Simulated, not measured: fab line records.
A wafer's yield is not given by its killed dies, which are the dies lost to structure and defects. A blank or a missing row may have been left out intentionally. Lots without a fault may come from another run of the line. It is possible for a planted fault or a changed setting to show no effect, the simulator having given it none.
Which of the tools did it? :: flow sky130 :: 11 lots, 33 wafers sampled, at 7 steps of a route of 708

== WHAT EACH GAUGE READ, for each wafer ==
SKY_RES_PROTECT_TW_MEAS_08.
lot: L587
measured: day 16 09:47
on: film metro-03
POLY_GATE_TW: 4036 4041 4020

lot: L589
measured: day 17 05:56
on: film metro-04
POLY_GATE_TW: 4017 4049 4048

lot: L592
measured: day 18 00:10
on: film metro-03
POLY_GATE_TW: 4063 4054 4042

lot: L593
measured: day 18 00:26
on: film metro-02
POLY_GATE_TW: 4050 4077 4066

lot: L595
measured: day 18 21:15
on: film metro-03
POLY_GATE_TW: 4029 4071 4056

lot: L596
measured: day 19 05:00
on: film metro-04
POLY_GATE_TW: 4000 3984 3992

lot: L598
measured: day 20 02:49
on: film metro-03
POLY_GATE_TW: 4035 4020 4042

lot: L601
measured: day 21 02:08
on: film metro-03
POLY_GATE_TW: 4023 4041 4023

lot: L606
measured: day 23 01:26
on: film metro-02
POLY_GATE_TW: 4083 4083 4090

lot: L608
measured: day 23 10:29
on: film metro-02
POLY_GATE_TW: 4096 4083 4055

lot: L609
measured: day 23 12:44
on: film metro-03
POLY_GATE_TW: 4016 4031 4035

SKY_LOCAL_INTERCONNECT_RS_MEAS_01: measures by four-point-probe.
lot: L587
measured: day 30 15:49
on: film metro-03
LOCAL_INTERCONNECT_TIN_RS (ohm/sq): 14.30 14.02 14.19

lot: L589
measured: day 31 10:31
on: film metro-02
LOCAL_INTERCONNECT_TIN_RS (ohm/sq): 14.25 14.49 14.40

lot: L592
measured: day 32 06:14
on: film metro-03
LOCAL_INTERCONNECT_TIN_RS (ohm/sq): 14.04 14.41 14.00

lot: L593
measured: day 32 05:35
on: film metro-03
LOCAL_INTERCONNECT_TIN_RS (ohm/sq): 14.46 13.99 14.28

lot: L595
measured: day 33 07:08
on: film metro-02
LOCAL_INTERCONNECT_TIN_RS (ohm/sq): 14.23 13.96 13.93

lot: L596
measured: day 33 09:19
on: film metro-04
LOCAL_INTERCONNECT_TIN_RS (ohm/sq): 14.17 14.12 14.58

lot: L598
measured: day 34 00:38
on: film metro-04
LOCAL_INTERCONNECT_TIN_RS (ohm/sq): 14.28 14.26 15.75

lot: L601
measured: day 34 21:23
on: film metro-02
LOCAL_INTERCONNECT_TIN_RS (ohm/sq): 14.17 14.11 14.34

lot: L606
measured: day 36 11:49
on: film metro-03
LOCAL_INTERCONNECT_TIN_RS (ohm/sq): 14.10 14.14 14.19

lot: L608
measured: day 36 22:41
on: film metro-03
LOCAL_INTERCONNECT_TIN_RS (ohm/sq): 14.44 13.98 14.16

lot: L609
measured: day 37 00:20
on: film metro-04
LOCAL_INTERCONNECT_TIN_RS (ohm/sq): 14.24 14.29 13.99

SKY_LOCAL_INTERCONNECT_THK_MEAS_02: measures by xrf.
lot: L587
measured: day 30 15:56
on: film metro-03
LOCAL_INTERCONNECT_TIN_THK (nm): 97.3 99.1 98.0

lot: L589
measured: day 31 10:38
on: film metro-02
LOCAL_INTERCONNECT_TIN_THK (nm): 96.4 95.2 96.1

lot: L592
measured: day 32 06:21
on: film metro-03
LOCAL_INTERCONNECT_TIN_THK (nm): 99.1 96.5 99.5

lot: L593
measured: day 32 05:42
on: film metro-03
LOCAL_INTERCONNECT_TIN_THK (nm): 96.2 98.9 97.8

lot: L595
measured: day 33 07:15
on: film metro-02
LOCAL_INTERCONNECT_TIN_THK (nm): 97.1 99.2 99.1

lot: L596
measured: day 33 09:25
on: film metro-04
LOCAL_INTERCONNECT_TIN_THK (nm): 98.5 98.3 95.2

lot: L598
measured: day 34 00:45
on: film metro-04
LOCAL_INTERCONNECT_TIN_THK (nm): 97.8 97.5 89.1

lot: L601
measured: day 34 21:29
on: film metro-02
LOCAL_INTERCONNECT_TIN_THK (nm): 97.3 98.2 96.6

lot: L606
measured: day 36 11:55
on: film metro-03
LOCAL_INTERCONNECT_TIN_THK (nm): 98.7 99.1 97.8

lot: L608
measured: day 36 22:48
on: film metro-03
LOCAL_INTERCONNECT_TIN_THK (nm): 96.4 99.6 97.8

lot: L609
measured: day 37 00:26
on: film metro-04
LOCAL_INTERCONNECT_TIN_THK (nm): 97.5 97.3 99.2

SKY_VIA2_CD_MEAS_12: the cd target is 200 nm.
lot: L587
measured: day 37 20:34
on: cd sem-02
cd nm (nm): 200.2 199.3 200.6

lot: L589
measured: day 38 12:08
on: cd sem-02
cd nm (nm): 199.9 201.2 199.9

lot: L592
measured: day 39 07:19
on: cd sem-02
cd nm (nm): 198.9 199.3 200.6

lot: L593
measured: day 39 06:03
on: cd sem-01
cd nm (nm): 198.2 199.0 199.1

lot: L595
measured: day 40 04:20
on: cd sem-01
cd nm (nm): 199.6 198.6 200.5

lot: L596
measured: day 40 06:41
on: cd sem-01
cd nm (nm): 201.8 200.9 202.5

lot: L598
measured: day 40 21:11
on: cd sem-01
cd nm (nm): 201.7 200.4 201.7

lot: L601
measured: day 41 19:16
on: cd sem-01
cd nm (nm): 199.0 200.4 199.7

lot: L606
measured: day 43 01:37
on: cd sem-02
cd nm (nm): 198.4 197.8 199.1

lot: L608
measured: day 43 13:53
on: cd sem-01
cd nm (nm): 201.2 201.2 200.2

lot: L609
measured: day 43 14:17
on: cd sem-02
cd nm (nm): 200.4 200.2 200.6

== WHAT TOOL EACH LOT RAN ON (gives the tool, then ch and the chambers of the sampled wafers, and finally the start) ==
lot: L587
SKY_LOCAL_INTERCONNECT_SPUTTER_00: pvd sputter-01, day 30 15:46
SKY_LOCAL_INTERCONNECT_METAL_ETCH_14: rie metal-02 ch 0,1, day 31 21:10
SKY_METAL2_SPUTTER_01: pvd sputter-01, day 35 14:08

lot: L589
SKY_LOCAL_INTERCONNECT_SPUTTER_00: pvd sputter-01, day 31 10:28
SKY_LOCAL_INTERCONNECT_METAL_ETCH_14: rie metal-03 ch 0,1, day 32 14:01
SKY_METAL2_SPUTTER_01: pvd sputter-01, day 36 06:02

lot: L592
SKY_LOCAL_INTERCONNECT_SPUTTER_00: pvd sputter-03, day 32 06:10
SKY_LOCAL_INTERCONNECT_METAL_ETCH_14: rie metal-03 ch 0,1, day 33 10:04
SKY_METAL2_SPUTTER_01: pvd sputter-02, day 37 00:57

lot: L593
SKY_LOCAL_INTERCONNECT_SPUTTER_00: pvd sputter-01, day 32 05:30
SKY_LOCAL_INTERCONNECT_METAL_ETCH_14: rie metal-02 ch 0,1, day 33 09:22
SKY_METAL2_SPUTTER_01: pvd sputter-03, day 36 23:57

lot: L595
SKY_LOCAL_INTERCONNECT_SPUTTER_00: pvd sputter-03, day 33 07:04
SKY_LOCAL_INTERCONNECT_METAL_ETCH_14: rie metal-03 ch 0,1, day 34 09:47
SKY_METAL2_SPUTTER_01: pvd sputter-03, day 37 23:33

lot: L596
SKY_LOCAL_INTERCONNECT_SPUTTER_00: pvd sputter-03, day 33 09:14
SKY_LOCAL_INTERCONNECT_METAL_ETCH_14: rie metal-04 ch 0,1, day 34 11:53
SKY_METAL2_SPUTTER_01: pvd sputter-03, day 38 01:26

lot: L598
SKY_LOCAL_INTERCONNECT_SPUTTER_00: pvd sputter-03, day 34 00:34
SKY_LOCAL_INTERCONNECT_METAL_ETCH_14: rie metal-03 ch 0,1, day 35 04:08
SKY_METAL2_SPUTTER_01: pvd sputter-01, day 38 17:11

lot: L601
SKY_LOCAL_INTERCONNECT_SPUTTER_00: pvd sputter-01, day 34 21:17
SKY_LOCAL_INTERCONNECT_METAL_ETCH_14: rie metal-03 ch 0,1, day 36 01:17
SKY_METAL2_SPUTTER_01: pvd sputter-03, day 39 15:12

lot: L606
SKY_LOCAL_INTERCONNECT_SPUTTER_00: pvd sputter-01, day 36 11:43
SKY_LOCAL_INTERCONNECT_METAL_ETCH_14: rie metal-04 ch 0,1, day 37 14:53
SKY_METAL2_SPUTTER_01: pvd sputter-01, day 40 23:49

lot: L608
SKY_LOCAL_INTERCONNECT_SPUTTER_00: pvd sputter-01, day 36 22:37
SKY_LOCAL_INTERCONNECT_METAL_ETCH_14: rie metal-03 ch 0,1, day 38 01:47
SKY_METAL2_SPUTTER_01: pvd sputter-03, day 41 11:28

lot: L609
SKY_LOCAL_INTERCONNECT_SPUTTER_00: pvd sputter-01, day 37 00:14
SKY_LOCAL_INTERCONNECT_METAL_ETCH_14: rie metal-04 ch 0,1, day 38 03:06
SKY_METAL2_SPUTTER_01: pvd sputter-02, day 41 13:10
- SKY_LOCAL_INTERCONNECT_SPUTTER_00: material TiN, target thk 100 nm, time 83.3 s.
- SKY_LOCAL_INTERCONNECT_METAL_ETCH_14: etches TiN in Cl2/BCl3, stops on PSG, target depth 110 nm, time 31.4 s.
- SKY_METAL2_SPUTTER_01: material TiN, target thk 20 nm, time 16.7 s.

== WHAT THE TOOLS THEMSELVES READ (means of the sampled wafers that have a number; where no wafer has one, the mark that the record gives instead) ==
SKY_LOCAL_INTERCONNECT_SPUTTER_00.
lot: L587
tool: pvd sputter-01
throttle valve pct (%): 31.2

lot: L589
tool: pvd sputter-01
throttle valve pct (%): 31.0

lot: L592
tool: pvd sputter-03
throttle valve pct (%): 29.7

lot: L593
tool: pvd sputter-01
throttle valve pct (%): 31.4

lot: L595
tool: pvd sputter-03
throttle valve pct (%): 29.0

lot: L596
tool: pvd sputter-03
throttle valve pct (%): 29.1

lot: L598
tool: pvd sputter-03
throttle valve pct (%): 30.1

lot: L601
tool: pvd sputter-01
throttle valve pct (%): 31.4

lot: L606
tool: pvd sputter-01
throttle valve pct (%): 31.7

lot: L608
tool: pvd sputter-01
throttle valve pct (%): 31.5

lot: L609
tool: pvd sputter-01
throttle valve pct (%): 31.3

SKY_LOCAL_INTERCONNECT_METAL_ETCH_14.
lot: L587
tool: rie metal-02
chamber pressure mTorr (mTorr): 9.991
drypump motor current A (A): 6.2
oes product au (a.u.): 0.941
throttle valve pct (%): 21.887

lot: L589
tool: rie metal-03
chamber pressure mTorr (mTorr): 9.998
drypump motor current A (A): 6.0
oes product au (a.u.): 0.932
throttle valve pct (%): 21.904

lot: L592
tool: rie metal-03
chamber pressure mTorr (mTorr): 9.998
drypump motor current A (A): 5.7
oes product au (a.u.): 0.945
throttle valve pct (%): 21.893

lot: L593
tool: rie metal-02
chamber pressure mTorr (mTorr): 10.003
drypump motor current A (A): 6.0
oes product au (a.u.): 0.940
throttle valve pct (%): 21.903

lot: L595
tool: rie metal-03
chamber pressure mTorr (mTorr): 10.003
drypump motor current A (A): 5.7
oes product au (a.u.): 0.946
throttle valve pct (%): 21.895

lot: L596
tool: rie metal-04
chamber pressure mTorr (mTorr): 10.000
drypump motor current A (A): 5.6
oes product au (a.u.): 0.938
throttle valve pct (%): 21.896

lot: L598
tool: rie metal-03
chamber pressure mTorr (mTorr): 10.005
drypump motor current A (A): 6.0
oes product au (a.u.): 0.918
throttle valve pct (%): 21.920

lot: L601
tool: rie metal-03
chamber pressure mTorr (mTorr): 10.000
drypump motor current A (A): 6.0
oes product au (a.u.): 0.937
throttle valve pct (%): 21.914

lot: L606
tool: rie metal-04
chamber pressure mTorr (mTorr): 9.998
drypump motor current A (A): 5.9
oes product au (a.u.): 0.944
throttle valve pct (%): 21.893

lot: L608
tool: rie metal-03
chamber pressure mTorr (mTorr): 9.997
drypump motor current A (A): 5.7
oes product au (a.u.): 0.937
throttle valve pct (%): 21.913

lot: L609
tool: rie metal-04
chamber pressure mTorr (mTorr): 10.003
drypump motor current A (A): 5.6
oes product au (a.u.): 0.944
throttle valve pct (%): 21.894

SKY_METAL2_SPUTTER_01.
lot: L587
tool: pvd sputter-01
throttle valve pct (%): 31.5

lot: L589
tool: pvd sputter-01
throttle valve pct (%): 31.7

lot: L592
tool: pvd sputter-02
throttle valve pct (%): 29.9

lot: L593
tool: pvd sputter-03
throttle valve pct (%): 29.2

lot: L595
tool: pvd sputter-03
throttle valve pct (%): 29.8

lot: L596
tool: pvd sputter-03
throttle valve pct (%): 30.5

lot: L598
tool: pvd sputter-01
throttle valve pct (%): 31.7

lot: L601
tool: pvd sputter-03
throttle valve pct (%): 29.2

lot: L606
tool: pvd sputter-01
throttle valve pct (%): 31.8

lot: L608
tool: pvd sputter-03
throttle valve pct (%): 29.0

lot: L609
tool: pvd sputter-02
throttle valve pct (%): 29.5

== THE ANSWER, worked out from the rows above alone ==
Rule: what is usual is taken from the lots themselves. The widest of any qualifying gaps counts: lots, ordered by their means at a reading, are off when they make up no more than a third of the lots, leave a main group of 4 or more, and stand apart from it by 3 or more times the standard deviation of that group's means. The tables above print the reading to a certain number of digits; a main group whose means all agree to those digits is not used. Also off: a lot with no number at a reading for which 4 or more lots have one. Any other lot the step has rows for is counted as sound. First the gauges in route order, then the tools' own readings, where a lot's mean is used as printed above. The first step at which some lot is off is used, and at that step the reading that is off furthest; a lot without a number counts as furthest.
Off: at SKY_LOCAL_INTERCONNECT_RS_MEAS_01 (LOCAL_INTERCONNECT_TIN_RS), L598. The main group has a mean of 14.20 ohm/sq with a standard deviation of 0.087.
A tool fits if, at a process step before that reading, it ran every lot that is off, and no sound lot after the first of them. Not tried: the gauges at SKY_LOCAL_INTERCONNECT_RS_MEAS_01; whatever is off there is also off at SKY_LOCAL_INTERCONNECT_METAL_ETCH_14, on other tools, and gauge error can't account for it. One candidate fits, namely pvd sputter-03 at SKY_LOCAL_INTERCONNECT_SPUTTER_00. Its last sound lot is L596 (day 33 09:14), its first lot that is off L598 (day 34 00:34): a fault that began between those two fits.

== WHAT HAD BEEN PUT IN BY THE SIMULATOR ==
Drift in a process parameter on pvd sputter-03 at SKY_LOCAL_INTERCONNECT_SPUTTER_00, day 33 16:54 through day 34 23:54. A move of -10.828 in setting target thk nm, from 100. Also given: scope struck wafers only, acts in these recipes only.
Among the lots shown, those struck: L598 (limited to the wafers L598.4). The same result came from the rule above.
